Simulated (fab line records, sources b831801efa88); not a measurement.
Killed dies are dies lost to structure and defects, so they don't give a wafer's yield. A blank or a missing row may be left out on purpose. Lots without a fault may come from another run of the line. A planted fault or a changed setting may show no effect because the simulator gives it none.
Chamber matching | flow gf180mcu | GF_CONTACT_CVD_02 on pecvd-04: 3 sister chambers
The step deposits SiO2 from TEOS, target thk 860 nm, time 95.992 s. 14 wafers are shown with their chamber, then 7 later ones without.

WAFERS WITH THEIR CHAMBER
wafer  | chamber | heater_power_w (W)
L318.3 | 0       | 650
L318.4 | 0       | 663
L318.5 | 1       | 666
L322.2 | 1       | 749
L322.5 | 0       | 680
L322.6 | 2       | 632
L329.1 | 1       | 694
L329.3 | 2       | 520
L329.6 | 0       | 625
L331.1 | 1       | 643
L331.5 | 0       | 643
L331.6 | 2       | 636
L333.1 | 2       | 571
L333.2 | 0       | 631

SIGNATURES (means of the wafers above)
reading        | chamber 0 | chamber 1 | chamber 2 | scatter within a chamber
heater_power_w | 648.67    | 688.00    | 589.75    | 39.9
Rule: a wafer's distance from a chamber is the root of the sum, over the readings, of the square of ((its reading less the chamber's mean) divided by the reading's scatter). The wafer belongs to the nearest chamber; if the next one is less than 2 further off, it can't be placed. The scatter: the root of (the sum of the squares of (reading less its chamber's mean) over the shown wafers, divided by (wafers less chambers)).

WAFERS WITHOUT THEIR CHAMBER
wafer  | heater_power_w (W)
L333.6 | 675
L334.1 | 647
L334.4 | 661
L334.5 | 594
L336.2 | 671
L336.4 | 587
L336.5 | 757

WHICH CHAMBER EACH WENT THROUGH
wafer  | from the rows above          | in truth
L333.6 | can't be placed: 1 or 0 or 2 | 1
L334.1 | can't be placed: 0 or 1 or 2 | 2
L334.4 | can't be placed: 0 or 1 or 2 | 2
L334.5 | can't be placed: 2 or 0      | 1
L336.2 | can't be placed: 1 or 0 or 2 | 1
L336.4 | can't be placed: 2 or 0      | 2
L336.5 | can't be placed: 1 or 0      | 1
Placed correctly: 0 of 7. Can't be placed from these rows: 7 (the true chamber is among the candidates in 6). Placed wrongly: 0.
